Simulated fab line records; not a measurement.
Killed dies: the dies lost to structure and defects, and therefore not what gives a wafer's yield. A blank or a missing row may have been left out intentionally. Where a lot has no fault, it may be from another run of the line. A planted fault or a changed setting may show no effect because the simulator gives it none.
fab line records    flow sky130
record lots=24  wafers=72  last_day=50
route steps=708 shown FIELD_ISO@15 METAL1@454 VIA2@508 METAL3@568 METAL4@631 PAD_OPEN@707
lots with no fault: from the same line, run without faults
start_h: hours from the record's opening day to when the first of the lot's shown wafers began    wait_h: hours since the lot's step before    " the same as in the row above    L1.1+2: a single row standing in for several wafers    - no value, or no start was given    * or withheld: withheld    < > ~ a bound
route shown NAME@n: NAME is a module with steps in the file, n the number in the route of the first one    usual: mean and standard deviation over wafers with no fault    same: alike in all rows    chamber/n: place in a boat    sites: readings site by site    _std_site: how widely they spread, as a standard deviation    _edge_site: inner sites' mean taken away from outer sites' mean    radius_mm: for every site, how far away it sits from the centre of the wafer    mask NAME#n: copy n    behind: the last tool/chamber to shape the wafer    hold: cause of the lot's hold/its duration in hours/its outcome    device: whichever transistor did not switch (one of n, p or np)    end of line: the route-end tests of the same wafers    for a step that has no rows: nothing shown but its recipe    killed: not the wafer's yield, but the dies lost to structure and defects at the first sort    map: a wafer's dies, marking killed ones x, the rest . and places with no die _
set.NAME: setting as actually run; set.NAME@STEP: the setting as run at that earlier step    model.NAME: the simulator's own value behind a step, which no gauge read
one table for each step of the route and one row for each wafer, over a sample of lots
services: the hour from which a tool's chamber was out of use, counted from the record's first day as start_h (under 0 if before that day), plus the number of hours and why
## steps
# step SKY_FIELD_ISO_ETCH_14
# recipe chemistry=N2/H2  target=BARC  ion_energy_ev=200  source_w=500  bias_w=100  pressure_mtorr=30  n2_flow_sccm=100  h2_flow_sccm=200  stop_on=SiO2  time_s=45.9  target_depth_a=600
# usual drypump_motor_current_A=5.8/0.4  oes_product_au=0.855/0.0046  throttle_valve_pct=13.225/0.0091
lot.wafer  tool         chamber  start_h  wait_h  drypump_motor_current_A  oes_product_au  rf_hours_counter_h  throttle_valve_pct
L075.3     rie_diel-01  1        51.27    0.1     6.1                      0.852           6                   13.229
L075.5     "            3        "        "       5.1                      0.854           -                   13.229
L075.6     "            1        "        "       6.1                      0.858           -                   13.219
L074.1     rie_diel-02  0        51.62    0.1     5.8                      0.851           4                   13.217
L074.3     "            3        "        "       5.7                      0.857           92                  13.229
L074.5     "            1        "        "       6.5                      0.857           -                   13.223
L078.1     rie_diel-01  3        51.81    0.1     5.1                      0.856           121                 13.237
L078.3     "            2        "        "       5.7                      0.861           0                   13.208
L078.4     "            2        "        "       5.7                      0.857           -                   13.228
L076.1     rie_diel-04  1        51.97    0.1     5.4                      0.858           0                   13.219
L076.4     "            0        "        "       5.5                      0.855           46                  13.240
L076.5     "            1        "        "       5.4                      0.854           -                   13.229
L077.1     rie_diel-02  3        52.32    0.1     5.7                      0.868           92                  13.221
L077.2     "            0        "        "       5.8                      0.848           4                   13.211
L077.4     "            1        "        "       6.5                      0.856           132                 13.210
L079.4     rie_diel-02  3        58.57    0.0     5.7                      0.853           92                  13.225
L079.5     "            0        "        "       5.8                      0.860           -                   13.221
L079.6     "            3        "        "       5.7                      0.860           -                   13.229
L080.3     rie_diel-04  1        60.52    0.1     5.4                      0.857           1                   13.238
L080.5     "            1        "        "       5.4                      0.848           -                   13.235
L080.6     "            2        "        "       6.2                      0.862           -                   13.237
L081.4     rie_diel-04  3        65.36    0.0     6.0                      0.857           38                  13.213
L081.5     "            1        "        "       5.5                      0.853           -                   13.247
L081.6     "            0        "        "       5.5                      0.851           -                   13.240
L082.3     rie_diel-01  0        68.86    0.1     6.2                      0.859           49                  13.224
L082.4     "            2        "        "       5.7                      0.853           1                   13.230
L082.5     "            3        "        "       5.1                      0.853           -                   13.227
L083.3     rie_diel-02  1        75.87    0.1     6.5                      0.848           132                 13.234
L083.5     "            1        "        "       6.5                      0.855           -                   13.219
L083.6     "            2        "        "       5.3                      0.855           -                   13.228
L084.1     rie_diel-04  2        80.87    0.1     6.2                      0.860           36                  13.232
L084.2     "            3        "        "       6.0                      0.850           38                  13.217
L084.4     "            1        "        "       5.4                      0.858           1                   13.219
L085.1     rie_diel-02  3        88.21    0.1     5.7                      0.855           92                  13.228
L085.3     "            1        "        "       6.5                      0.853           133                 13.221
L085.5     "            1        "        "       6.5                      0.851           -                   13.212
L086.1     rie_diel-02  3        91.41    0.1     5.7                      0.848           92                  13.199
L086.3     "            1        "        "       6.5                      0.853           133                 13.233
L086.5     "            0        "        "       5.8                      0.858           -                   13.225
L087.3     rie_diel-01  0        96.12    0.1     6.2                      0.853           49                  13.234
L087.4     "            1        "        "       6.1                      0.852           8                   13.222
L087.6     "            3        "        "       5.1                      0.849           -                   13.215
L088.2     rie_diel-02  0        103.52   0.1     5.8                      0.861           5                   13.235
L088.3     "            3        "        "       5.7                      0.858           93                  13.217
L088.6     "            2        "        "       5.3                      0.854           -                   13.236
L089.1     rie_diel-04  2        106.37   0.1     6.2                      0.860           37                  13.224
L089.2     "            1        "        "       5.4                      0.864           1                   13.233
L089.3     "            0        "        "       5.5                      0.859           47                  13.223
L090.1     rie_diel-01  1        112.01   0.1     6.1                      0.847           8                   13.217
L090.2     "            0        "        "       6.2                      0.850           49                  13.217
L090.6     "            2        "        "       5.7                      0.857           -                   13.226
L091.1     rie_diel-02  2        117.67   0.1     5.3                      0.855           2                   13.220
L091.3     "            0        "        "       5.8                      0.863           5                   13.222
L091.4     "            3        "        "       5.7                      0.862           -                   13.207
L092.1     rie_diel-01  1        122.92   0.1     6.1                      0.851           8                   13.225
L092.4     "            2        "        "       5.7                      0.852           2                   13.234
L092.6     "            1        "        "       6.1                      0.847           -                   13.225
L093.1     rie_diel-01  3        128.27   0.1     5.1                      0.860           123                 13.226
L093.2     "            2        "        "       5.7                      0.848           2                   13.232
L093.4     "            0        "        "       6.2                      0.856           49                  13.234
L094.2     rie_diel-01  0        134.22   0.1     6.2                      0.861           50                  13.216
L094.3     "            2        "        "       5.7                      0.850           2                   13.205
L094.4     "            3        "        "       5.1                      0.861           123                 13.227
L095.4     rie_diel-04  3        138.55   0.1     6.0                      0.855           -                   13.219
L095.5     "            0        "        "       5.5                      0.859           -                   13.231
L095.6     "            1        "        "       5.4                      0.860           -                   13.237
L096.1     rie_diel-02  2        143.02   0.1     5.4                      0.861           3                   13.237
L096.3     "            0        "        "       5.8                      0.861           6                   13.222
L096.4     "            1        "        "       6.5                      0.853           134                 13.221
L097.2     rie_diel-04  1        149.56   0.1     5.4                      0.850           2                   13.240
L097.3     "            0        "        "       5.5                      0.858           48                  13.222
L097.6     "            1        "        "       5.4                      0.855           -                   13.228
# step SKY_METAL1_STRIP_20
# recipe chemistry=O2/N2  power_w=1400  pressure_mtorr=1500  platen_temp_c=withheld  o2_flow_sccm=3000  n2_flow_sccm=300  overash_fraction=0.5
# usual drypump_motor_current_A=5.7/0.31  oes_product_au=0.343/0.0048  strip_time_to_endpoint_s=2.70/0.035
lot.wafer  tool             chamber  start_h  wait_h  drypump_motor_current_A  oes_product_au  rf_hours_counter_h  strip_time_to_endpoint_s
L075.3     plasma_asher-01  1        803.54   0.1     6.3                      0.344           -                   2.67
L075.5     "                0        "        "       5.7                      0.343           -                   2.69
L075.6     "                1        "        "       6.3                      0.349           -                   2.76
L078.1     plasma_asher-02  1        804.08   0.1     6.0                      0.348           68                  2.67
L078.3     "                1        "        "       6.0                      0.343           -                   2.65
L078.4     "                0        "        "       5.4                      0.346           -                   2.71
L076.1     plasma_asher-03  1        810.37   0.1     5.6                      0.340           98                  2.70
L076.4     "                0        "        "       5.5                      0.347           -                   2.67
L076.5     "                0        "        "       5.5                      0.338           -                   2.67
L074.1     plasma_asher-03  1        811.04   0.1     5.6                      0.339           98                  2.70
L074.3     "                1        "        "       5.6                      0.342           -                   2.71
L074.5     "                0        "        "       5.5                      0.345           -                   2.70
L077.1     plasma_asher-02  1        813.39   0.1     6.1                      0.341           69                  2.63
L077.2     "                0        "        "       5.4                      0.352           69                  2.71
L077.4     "                1        "        "       6.1                      0.335           -                   2.70
L080.3     plasma_asher-02  0        821.37   0.1     5.4                      0.342           -                   2.72
L080.5     "                1        "        "       6.1                      0.345           -                   2.67
L080.6     "                0        "        "       5.4                      0.341           -                   2.75
L079.4     plasma_asher-03  1        822.82   0.1     5.6                      0.336           -                   2.67
L079.5     "                1        "        "       5.6                      0.341           -                   2.67
L079.6     "                0        "        "       5.4                      0.348           -                   2.70
L081.4     plasma_asher-03  1        826.72   0.1     5.6                      0.332           -                   2.67
L081.5     "                0        "        "       5.4                      0.340           -                   2.69
L081.6     "                1        "        "       5.6                      0.337           -                   2.66
L082.3     plasma_asher-02  1        836.02   0.1     6.0                      0.334           -                   2.73
L082.4     "                0        "        "       5.4                      0.342           -                   2.71
L082.5     "                1        "        "       6.0                      0.345           -                   2.69
L083.3     plasma_asher-01  1        845.19   0.1     6.3                      0.346           -                   2.67
L083.5     "                0        "        "       5.7                      0.341           -                   2.69
L083.6     "                1        "        "       6.3                      0.334           -                   2.69
L084.1     plasma_asher-01  1        852.99   0.1     6.3                      0.343           40                  2.71
L084.2     "                0        "        "       5.7                      0.342           40                  2.69
L084.4     "                1        "        "       6.3                      0.337           -                   2.67
L085.1     plasma_asher-02  1        855.30   0.1     6.0                      0.348           73                  2.69
L085.3     "                0        "        "       5.4                      0.341           -                   2.73
L085.5     "                0        "        "       5.4                      0.343           -                   2.76
L086.1     plasma_asher-02  0        865.77   0.1     5.4                      0.348           74                  2.70
L086.3     "                0        "        "       5.4                      0.347           -                   2.69
L086.5     "                1        "        "       6.0                      0.336           -                   2.68
L087.3     plasma_asher-03  1        870.57   0.1     5.6                      0.339           -                   2.71
L087.4     "                0        "        "       5.5                      0.344           -                   2.65
L087.6     "                1        "        "       5.6                      0.342           -                   2.67
L088.2     plasma_asher-02  1        875.38   0.1     6.0                      0.339           75                  2.67
L088.3     "                0        "        "       5.4                      0.343           -                   2.70
L088.6     "                0        "        "       5.4                      0.336           -                   2.71
L089.1     plasma_asher-03  1        884.92   0.1     5.5                      0.343           106                 2.65
L089.2     "                0        "        "       5.5                      0.344           106                 2.67
L089.3     "                1        "        "       5.6                      0.336           -                   2.71
L090.1     plasma_asher-01  0        898.81   0.1     5.7                      0.345           45                  2.70
L090.2     "                1        "        "       6.3                      0.345           45                  2.78
L090.6     "                0        "        "       5.7                      0.344           -                   2.69
L091.1     plasma_asher-02  1        899.26   0.1     6.0                      0.344           78                  2.67
L091.3     "                1        "        "       6.1                      0.349           -                   2.67
L091.4     "                0        "        "       5.4                      0.352           -                   2.76
L092.1     plasma_asher-03  1        905.79   0.1     5.6                      0.342           108                 2.66
L092.4     "                0        "        "       5.5                      0.348           -                   2.72
L092.6     "                1        "        "       5.6                      0.340           -                   2.71
L093.1     plasma_asher-01  1        912.48   0.1     6.3                      0.342           47                  2.66
L093.2     "                0        "        "       5.7                      0.342           47                  2.67
L093.4     "                0        "        "       5.7                      0.339           -                   2.65
L094.2     plasma_asher-01  1        925.29   0.1     6.3                      0.350           48                  2.68
L094.3     "                1        "        "       6.3                      0.344           -                   2.72
L094.4     "                0        "        "       5.7                      0.349           -                   2.70
L095.4     plasma_asher-01  0        930.27   0.1     5.7                      0.339           -                   2.73
L095.5     "                0        "        "       5.7                      0.337           -                   2.69
L095.6     "                1        "        "       6.3                      0.340           -                   2.69
L096.1     plasma_asher-03  1        931.73   0.1     5.6                      0.337           111                 2.74
L096.3     "                0        "        "       5.5                      0.347           -                   2.72
L096.4     "                1        "        "       5.6                      0.345           -                   2.79
L097.2     plasma_asher-01  0        940.39   0.1     5.7                      0.353           49                  2.78
L097.3     "                1        "        "       6.3                      0.334           -                   2.69
L097.6     "                0        "        "       5.7                      0.339           -                   2.67
# step SKY_VIA2_THK_MEAS_01
# recipe reads=SiO2_of_VIA2_HDPCVD_00
# usual VIA2_HDPCVD_THK=1184/12
lot.wafer  tool           chamber  start_h  wait_h  VIA2_HDPCVD_THK[nm]
L075.3     film_metro-01  -        859.89   0.1     1200
L075.5     "              -        "        "       1168
L075.6     "              -        "        "       1192
L078.1     film_metro-01  -        861.40   0.1     1181
L078.3     "              -        "        "       1193
L078.4     "              -        "        "       1197
L076.1     film_metro-03  -        866.45   0.1     1186
L076.4     "              -        "        "       1205
L076.5     "              -        "        "       1201
L074.1     film_metro-03  -        867.17   0.1     1175
L074.3     "              -        "        "       1188
L074.5     "              -        "        "       1184
L077.1     film_metro-04  -        869.50   0.1     1168
L077.2     "              -        "        "       1161
L077.4     "              -        "        "       1163
L080.3     film_metro-03  -        876.49   0.1     1167
L080.5     "              -        "        "       1180
L080.6     "              -        "        "       1171
L079.4     film_metro-01  -        879.54   0.0     1203
L079.5     "              -        "        "       1207
L079.6     "              -        "        "       1197
L081.4     film_metro-03  -        882.98   0.0     1194
L081.5     "              -        "        "       1177
L081.6     "              -        "        "       1180
L082.3     film_metro-04  -        891.72   0.1     1185
L082.4     "              -        "        "       1202
L082.5     "              -        "        "       1196
L083.3     film_metro-04  -        900.83   0.1     1194
L083.5     "              -        "        "       1187
L083.6     "              -        "        "       1189
L084.1     film_metro-04  -        907.57   0.1     1157
L084.2     "              -        "        "       1172
L084.4     "              -        "        "       1164
L085.1     film_metro-03  -        910.85   0.1     1177
L085.3     "              -        "        "       1175
L085.5     "              -        "        "       1177
L086.1     film_metro-03  -        920.46   0.1     1175
L086.3     "              -        "        "       1177
L086.5     "              -        "        "       1175
L087.3     film_metro-04  -        924.48   0.1     1186
L087.4     "              -        "        "       1170
L087.6     "              -        "        "       1173
L088.2     film_metro-01  -        928.67   0.1     1184
L088.3     "              -        "        "       1180
L088.6     "              -        "        "       1173
L089.1     film_metro-04  -        937.78   0.1     1192
L089.2     "              -        "        "       1190
L089.3     "              -        "        "       1187
L090.1     film_metro-03  -        952.18   0.1     1182
L090.2     "              -        "        "       1174
L090.6     "              -        "        "       1183
L091.1     film_metro-01  -        952.31   0.1     1178
L091.3     "              -        "        "       1201
L091.4     "              -        "        "       1179
L092.1     film_metro-01  -        958.10   0.1     1197
L092.4     "              -        "        "       1196
L092.6     "              -        "        "       1182
L093.1     film_metro-04  -        964.34   0.1     1179
L093.2     "              -        "        "       1179
L093.4     "              -        "        "       1189
L094.2     film_metro-01  -        976.96   0.1     1179
L094.3     "              -        "        "       1173
L094.4     "              -        "        "       1182
L095.4     film_metro-03  -        982.97   0.0     1200
L095.5     "              -        "        "       1181
L095.6     "              -        "        "       1186
L096.1     film_metro-01  -        984.83   0.1     1185
L096.3     "              -        "        "       1172
L096.4     "              -        "        "       1189
L097.2     film_metro-04  -        991.52   0.1     1174
L097.3     "              -        "        "       1172
L097.6     "              -        "        "       1164
# step SKY_METAL3_METAL_ETCH_18
# recipe target_depth_a=8450  stop_on=SiO2  over_etch_frac=0.3  time_s=183.1  chemistry=Cl2/BCl3  resist_sidewall_deg=88  pressure_mtorr=10  icp_w=900  bias_w=48.5  Cl2_flow_sccm=60  bcl3_flow_sccm=30
# usual drypump_motor_current_A=6.0/0.31  oes_product_au=0.867/0.0059  throttle_valve_pct=22.264/0.009
lot.wafer  tool          chamber  start_h  wait_h  drypump_motor_current_A  oes_product_au  rf_hours_counter_h  throttle_valve_pct
L075.3     rie_metal-01  1        937.06   0.1     6.2                      0.867           -                   22.266
L075.5     "             1        "        "       6.2                      0.855           -                   22.272
L075.6     "             0        "        "       6.4                      0.863           -                   22.265
L078.1     rie_metal-01  0        938.90   0.0     6.4                      0.865           2                   22.271
L078.3     "             0        "        "       6.4                      0.867           -                   22.276
L078.4     "             1        "        "       6.2                      0.864           -                   22.246
L076.1     rie_metal-01  0        943.41   0.0     6.4                      0.873           3                   22.258
L076.4     "             1        "        "       6.2                      0.865           -                   22.254
L076.5     "             1        "        "       6.2                      0.855           -                   22.272
L074.1     rie_metal-02  1        945.15   0.0     5.7                      0.871           8                   22.279
L074.3     "             1        "        "       5.7                      0.866           -                   22.269
L074.5     "             0        "        "       5.6                      0.867           -                   22.265
L077.1     rie_metal-04  0        947.60   0.0     5.7                      0.864           5                   22.272
L077.2     "             1        "        "       6.0                      0.872           13                  22.247
L077.4     "             0        "        "       5.7                      0.871           -                   22.260
L080.3     rie_metal-04  0        952.41   0.1     5.7                      0.878           -                   22.261
L080.5     "             1        "        "       6.0                      0.874           -                   22.263
L080.6     "             0        "        "       5.7                      0.878           -                   22.275
L079.4     rie_metal-01  1        956.88   0.1     6.2                      0.870           -                   22.261
L079.5     "             0        "        "       6.4                      0.872           -                   22.248
L079.6     "             1        "        "       6.3                      0.870           -                   22.246
L081.4     rie_metal-02  0        959.56   0.1     5.6                      0.869           -                   22.279
L081.5     "             1        "        "       5.7                      0.862           -                   22.266
L081.6     "             0        "        "       5.6                      0.864           -                   22.248
L082.3     rie_metal-02  0        968.32   0.1     5.6                      0.857           -                   22.265
L082.4     "             1        "        "       5.7                      0.863           -                   22.266
L082.5     "             0        "        "       5.6                      0.854           -                   22.255
L083.3     rie_metal-01  0        977.06   0.1     6.4                      0.859           -                   22.255
L083.5     "             0        "        "       6.4                      0.863           -                   22.260
L083.6     "             1        "        "       6.2                      0.873           -                   22.268
L084.1     rie_metal-01  0        983.40   0.0     6.4                      0.868           5                   22.256
L084.2     "             1        "        "       6.3                      0.858           11                  22.264
L084.4     "             0        "        "       6.4                      0.871           -                   22.278
L085.1     rie_metal-04  1        987.10   0.0     6.0                      0.865           15                  22.265
L085.3     "             1        "        "       6.0                      0.861           -                   22.274
L085.5     "             0        "        "       5.7                      0.870           -                   22.266
L086.1     rie_metal-04  0        995.95   0.0     5.7                      0.883           8                   22.258
L086.3     "             0        "        "       5.7                      0.862           -                   22.264
L086.5     "             0        "        "       5.7                      0.871           -                   22.264
L087.3     rie_metal-01  0        999.40   0.1     6.4                      0.878           -                   22.253
L087.4     "             1        "        "       6.2                      0.873           -                   22.267
L087.6     "             0        "        "       6.4                      0.866           -                   22.253
L088.2     rie_metal-02  1        1003.93  0.0     5.7                      0.861           10                  22.257
L088.3     "             1        "        "       5.7                      0.866           -                   22.258
L088.6     "             0        "        "       5.6                      0.867           -                   22.263
L089.1     rie_metal-01  1        1011.65  0.0     6.2                      0.872           13                  22.259
L089.2     "             0        "        "       6.4                      0.872           6                   22.275
L089.3     "             1        "        "       6.2                      0.877           -                   22.263
L090.1     rie_metal-01  1        1024.66  0.0     6.3                      0.867           14                  22.261
L090.2     "             0        "        "       6.4                      0.865           7                   22.254
L090.6     "             0        "        "       6.4                      0.859           -                   22.263
L091.1     rie_metal-02  1        1026.00  0.0     5.7                      0.876           12                  22.265
L091.3     "             0        "        "       5.6                      0.860           -                   22.262
L091.4     "             1        "        "       5.7                      0.861           -                   22.280
L092.1     rie_metal-04  0        1030.96  0.0     5.7                      0.864           10                  22.271
L092.4     "             0        "        "       5.7                      0.868           -                   22.259
L092.6     "             0        "        "       5.7                      0.866           -                   22.272
L093.1     rie_metal-02  0        1037.20  0.0     5.6                      0.871           13                  22.280
L093.2     "             1        "        "       5.7                      0.872           12                  22.258
L093.4     "             1        "        "       5.7                      0.874           -                   22.270
L094.2     rie_metal-01  1        1048.51  0.0     6.2                      0.872           15                  22.257
L094.3     "             0        "        "       6.4                      0.860           -                   22.264
L094.4     "             1        "        "       6.2                      0.856           -                   22.272
L095.4     rie_metal-02  1        1052.88  0.1     5.7                      0.864           -                   22.267
L095.5     "             1        "        "       5.7                      0.863           -                   22.279
L095.6     "             0        "        "       5.6                      0.864           -                   22.267
L096.1     rie_metal-04  0        1056.24  0.0     5.7                      0.872           11                  22.275
L096.3     "             1        "        "       6.0                      0.868           -                   22.256
L096.4     "             0        "        "       5.7                      0.866           -                   22.266
L097.2     rie_metal-04  0        1063.46  0.0     5.7                      0.862           12                  22.265
L097.3     "             0        "        "       5.7                      0.868           -                   22.266
L097.6     "             0        "        "       5.7                      0.859           -                   22.270
# step SKY_METAL4_DESCUM_15
# recipe chemistry=O2  source_power_w=150  bias_power_w=0  pressure_mtorr=10  temp_c=40  time_s=8
# usual drypump_motor_current_A=5.82/0.28  oes_product_au=0.999/0.011
lot.wafer  tool          chamber  start_h  wait_h  drypump_motor_current_A  oes_product_au  rf_hours_counter_h
L075.3     rie_metal-03  1        1012.01  0.0     5.74                     0.986           -
L075.5     "             0        "        "       5.53                     1.004           -
L075.6     "             1        "        "       5.72                     0.991           -
L078.1     rie_metal-03  0        1013.65  0.0     5.52                     1.009           12
L078.3     "             0        "        "       5.52                     1.005           -
L078.4     "             1        "        "       5.72                     0.999           -
L076.1     rie_metal-03  0        1019.35  0.0     5.56                     1.007           12
L076.4     "             0        "        "       5.55                     1.012           -
L076.5     "             0        "        "       5.54                     1.003           -
L074.1     rie_metal-04  0        1019.70  0.0     5.69                     0.999           9
L074.3     "             1        "        "       6.01                     0.991           -
L074.5     "             0        "        "       5.73                     1.006           -
L077.1     rie_metal-04  1        1022.60  0.0     6.04                     0.987           16
L077.2     "             0        "        "       5.71                     0.991           9
L077.4     "             0        "        "       5.70                     0.995           -
L080.3     rie_metal-03  0        1025.86  0.0     5.51                     1.016           -
L080.5     "             1        "        "       5.74                     0.996           -
L080.6     "             0        "        "       5.51                     1.014           -
L079.4     rie_metal-04  0        1029.91  0.0     5.72                     0.986           -
L079.5     "             1        "        "       6.02                     0.987           -
L079.6     "             0        "        "       5.71                     0.998           -
L081.4     rie_metal-03  0        1033.93  0.0     5.55                     1.011           -
L081.5     "             0        "        "       5.54                     1.014           -
L081.6     "             1        "        "       5.73                     1.005           -
L082.3     rie_metal-04  0        1040.67  0.0     5.70                     0.982           -
L082.4     "             1        "        "       6.04                     0.988           -
L082.5     "             0        "        "       5.71                     0.991           -
L083.3     rie_metal-03  0        1048.87  0.0     5.55                     1.012           -
L083.5     "             0        "        "       5.54                     1.018           -
L083.6     "             1        "        "       5.71                     0.989           -
L084.1     rie_metal-03  1        1054.60  0.0     5.75                     0.990           22
L084.2     "             0        "        "       5.52                     1.020           14
L084.4     "             0        "        "       5.55                     1.020           -
L085.1     rie_metal-04  0        1057.65  0.0     5.71                     0.995           12
L085.3     "             1        "        "       6.03                     0.978           -
L085.5     "             1        "        "       6.03                     0.988           -
L086.1     rie_metal-01  0        1066.75  0.0     6.39                     1.001           10
L086.3     "             1        "        "       6.22                     1.017           -
L086.5     "             1        "        "       6.23                     0.996           -
L087.3     rie_metal-01  0        1069.01  0.0     6.40                     1.010           -
L087.4     "             1        "        "       6.25                     1.009           -
L087.6     "             1        "        "       6.25                     1.006           -
L088.2     rie_metal-03  0        1073.06  0.0     5.54                     1.002           17
L088.3     "             1        "        "       5.71                     0.978           -
L088.6     "             1        "        "       5.74                     0.974           -
L089.1     rie_metal-01  1        1079.75  0.0     6.23                     1.004           18
L089.2     "             0        "        "       6.39                     0.987           11
L089.3     "             0        "        "       6.40                     1.005           -
L090.1     rie_metal-04  1        1092.60  0.0     6.01                     0.988           21
L090.2     "             0        "        "       5.70                     0.993           15
L090.6     "             0        "        "       5.70                     0.992           -
L091.1     rie_metal-04  1        1094.61  0.0     6.05                     1.000           21
L091.3     "             0        "        "       5.71                     1.005           -
L091.4     "             1        "        "       6.03                     0.986           -
L092.1     rie_metal-04  1        1098.55  0.0     6.01                     0.981           22
L092.4     "             1        "        "       6.03                     0.991           -
L092.6     "             0        "        "       5.70                     0.992           -
L093.1     rie_metal-04  1        1104.45  0.0     6.03                     0.980           22
L093.2     "             0        "        "       5.71                     0.995           15
L093.4     "             1        "        "       6.03                     0.992           -
L094.2     rie_metal-01  0        1115.55  0.0     6.42                     1.003           13
L094.3     "             1        "        "       6.24                     1.017           -
L094.4     "             0        "        "       6.42                     1.002           -
L095.4     rie_metal-03  0        1120.03  0.0     5.54                     1.001           -
L095.5     "             0        "        "       5.53                     1.012           -
L095.6     "             0        "        "       5.50                     1.007           -
L096.1     rie_metal-03  0        1123.11  0.0     5.53                     1.014           21
L096.3     "             0        "        "       5.52                     1.001           -
L096.4     "             0        "        "       5.53                     1.001           -
L097.2     rie_metal-03  0        1131.06  0.0     5.52                     1.010           -
L097.3     "             0        "        "       5.54                     1.018           -
L097.6     "             0        "        "       5.53                     1.007           -
# step SKY_PAD_OPEN_BOW_MEAS_13
# recipe mode=bow
# usual PAD_OPEN_BOW=49/9.3
lot.wafer  tool           chamber  start_h  wait_h  PAD_OPEN_BOW[um]
L078.1     film_metro-02  -        1105.65  -       47
L078.3     "              -        "        "       44
L078.4     "              -        "        "       39
L075.3     film_metro-03  -        1105.86  -       44
L075.5     "              -        "        "       47
L075.6     "              -        "        "       50
L076.1     film_metro-03  -        1111.26  -       52
L076.4     "              -        "        "       45
L076.5     "              -        "        "       44
L074.1     film_metro-02  -        1112.76  -       41
L074.3     "              -        "        "       45
L074.5     "              -        "        "       56
L077.1     film_metro-03  -        1115.02  -       42
L077.2     "              -        "        "       47
L077.4     "              -        "        "       37
L080.3     film_metro-04  -        1117.07  -       52
L080.5     "              -        "        "       62
L080.6     "              -        "        "       65
L079.4     film_metro-03  -        1121.40  -       29
L079.5     "              -        "        "       37
L079.6     "              -        "        "       53
L081.4     film_metro-04  -        1128.86  -       51
L081.5     "              -        "        "       53
L081.6     "              -        "        "       47
L082.3     film_metro-04  -        1131.19  -       56
L082.4     "              -        "        "       50
L082.5     "              -        "        "       54
L083.3     film_metro-04  -        1139.77  -       75
L083.5     "              -        "        "       48
L083.6     "              -        "        "       45
L084.1     film_metro-04  -        1142.54  -       37
L084.2     "              -        "        "       45
L084.4     "              -        "        "       31
L085.1     film_metro-04  -        1148.04  -       52
L085.3     "              -        "        "       50
L085.5     "              -        "        "       55
L086.1     film_metro-02  -        1154.79  -       57
L086.3     "              -        "        "       54
L086.5     "              -        "        "       45
L087.3     film_metro-02  -        1158.13  -       42
L087.4     "              -        "        "       48
L087.6     "              -        "        "       40
L088.2     film_metro-02  -        1159.81  -       65
L088.3     "              -        "        "       69
L088.6     "              -        "        "       51
L089.1     film_metro-04  -        1164.40  -       64
L089.2     "              -        "        "       59
L089.3     "              -        "        "       60
L090.1     film_metro-02  -        1176.11  -       52
L090.2     "              -        "        "       44
L090.6     "              -        "        "       57
L091.1     film_metro-03  -        1177.69  -       45
L091.3     "              -        "        "       58
L091.4     "              -        "        "       56
L092.1     film_metro-04  -        1179.79  -       59
L092.4     "              -        "        "       33
L092.6     "              -        "        "       45
L093.1     film_metro-04  -        1183.93  -       49
L093.2     "              -        "        "       37
L093.4     "              -        "        "       48
L094.2     film_metro-02  -        1193.95  -       39
L094.3     "              -        "        "       49
L094.4     "              -        "        "       46
L095.4     film_metro-02  -        1197.36  -       54
L095.5     "              -        "        "       52
L095.6     "              -        "        "       45
L096.1     film_metro-02  -        1198.39  -       46
L096.3     "              -        "        "       38
L096.4     "              -        "        "       50
L097.2     film_metro-03  -        1204.87  -       63
L097.3     "              -        "        "       50
L097.6     "              -        "        "       43
## services
tool          chamber  start_h  hours  kind
rie_diel-02   -        52.77    2.1    repair
rie_metal-04  -        86.33    1.8    repair
rie_metal-01  -        114.63   0.5    repair
rie_metal-03  -        117.24   2.1    repair
rie_metal-04  -        171.09   1.4    pm
rie_metal-01  0        174.78   24.7   repair
rie_metal-04  -        236.11   4.3    pm
rie_metal-01  1        252.71   22.9   repair
rie_metal-01  -        260.76   1.4    pm
rie_metal-03  1        302.68   52.5   repair
rie_metal-04  -        353.70   15.6   pm
rie_metal-01  -        363.77   2.8    pm
rie_metal-04  1        375.29   1.2    repair
rie_metal-01  -        411.74   35.9   repair
rie_metal-03  -        466.68   0.9    repair
rie_metal-03  0        493.63   6.6    repair
rie_metal-03  -        508.83   1.4    repair
rie_metal-04  -        567.12   2.8    pm
rie_metal-01  0        794.96   1.2    repair
rie_metal-03  -        799.28   2.8    pm
rie_metal-03  0        804.95   4.2    repair
rie_metal-03  -        816.01   14.6   pm
rie_metal-01  0        909.07   8.1    repair
rie_metal-04  1        993.70   12.3   repair
## key
fault none
